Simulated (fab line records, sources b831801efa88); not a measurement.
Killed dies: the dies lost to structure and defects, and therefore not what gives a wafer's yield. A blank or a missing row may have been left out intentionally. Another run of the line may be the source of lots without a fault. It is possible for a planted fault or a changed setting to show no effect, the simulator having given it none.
One fault through the eyes of 2 desks | flow sky130 | each desk has only its own numbers; what lay behind them comes last

METROLOGY DESK
What the gauges read for every lot (on any tool): the sampled wafers with a number, averaged. Any lot whose mean is over 4 standard deviations away from the usual mean is out of limits and marked OUT; that distance is given in the brackets.
Columns: A = VIA1_HDPCVD_THK at SKY_VIA1_THK_MEAS_01, usual 1034 nm; B = METAL2_ALCU_RS at SKY_METAL2_RS_MEAS_05, usual 0.1268 ohm/sq
lot  | first seen here | A             | B
L737 | day 32 21:04    | 1039          | 0.1254
L739 | day 33 16:25    | 1022          | 0.1268
L740 | day 33 19:59    | 1031          | 0.1280
L742 | day 34 08:24    | 1024          | 0.1283
L743 | day 34 23:26    | 1034          | 0.1262
L745 | day 35 10:55    | 1024          | 0.1259
L747 | day 36 02:10    | 1044          | 0.1290
L748 | day 36 06:51    | 1028          | 0.1290
L750 | day 37 09:56    | 1031          | 0.1258
L751 | day 37 17:29    | 1039          | 0.1242
L755 | day 38 19:06    | 896 (-15) OUT | 0.1273
This desk's finding: out of limits on L755; first on L755, day 38 19:06 (VIA1_HDPCVD_THK at SKY_VIA1_THK_MEAS_01). Within limits: L737, L739, L740, L742, L743, L745, L747, L748, L750, L751.

AT THE TOOL OWNER'S DESK: hdpcvd-02
The tool's own readings at SKY_VIA1_HDPCVD_00 (deposits SiO2, target thk 1030 nm, time 171.7 s): means of the sampled wafers that have a number, for each lot that ran on this tool. Any lot whose mean is over 4 standard deviations away from the usual mean is out of limits and marked OUT; that distance is given in the brackets.
Columns: A = runLengthS at SKY_VIA1_HDPCVD_00, usual 199.54 s; B = susceptorTempC at SKY_VIA1_HDPCVD_00, usual 399.99 C
lot  | first seen here | A                | B
L742 | day 34 08:13    | 199.47           | 399.79
L743 | day 34 23:19    | 199.55           | 399.95
L745 | day 35 10:47    | 199.64           | 400.19
L747 | day 36 02:03    | 199.41           | 400.20
L748 | day 36 06:44    | 199.43           | 400.17
L755 | day 38 18:58    | 176.56 (-79) OUT | -
Finding of this desk: L755 out of limits; the first was L755 at day 38 18:58, on runLengthS at SKY_VIA1_HDPCVD_00. Within limits: L742, L743, L745, L747, L748.

PUT TOGETHER
The tool owner's desk could have raised an alarm at day 38 18:58, on L755.
The metrology desk could have raised an alarm at day 38 19:06, on L755.
Of the lots named, all ran SKY_VIA1_HDPCVD_00 on hdpcvd-02.

WHAT THE SIMULATOR PUT IN
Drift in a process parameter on hdpcvd-02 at SKY_VIA1_HDPCVD_00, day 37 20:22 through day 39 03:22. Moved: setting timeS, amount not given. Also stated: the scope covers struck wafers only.
Lots struck among those shown: L755.
Fault start to first reading out of limits, in hours, per desk: tool owner, 23; metrology, 23.
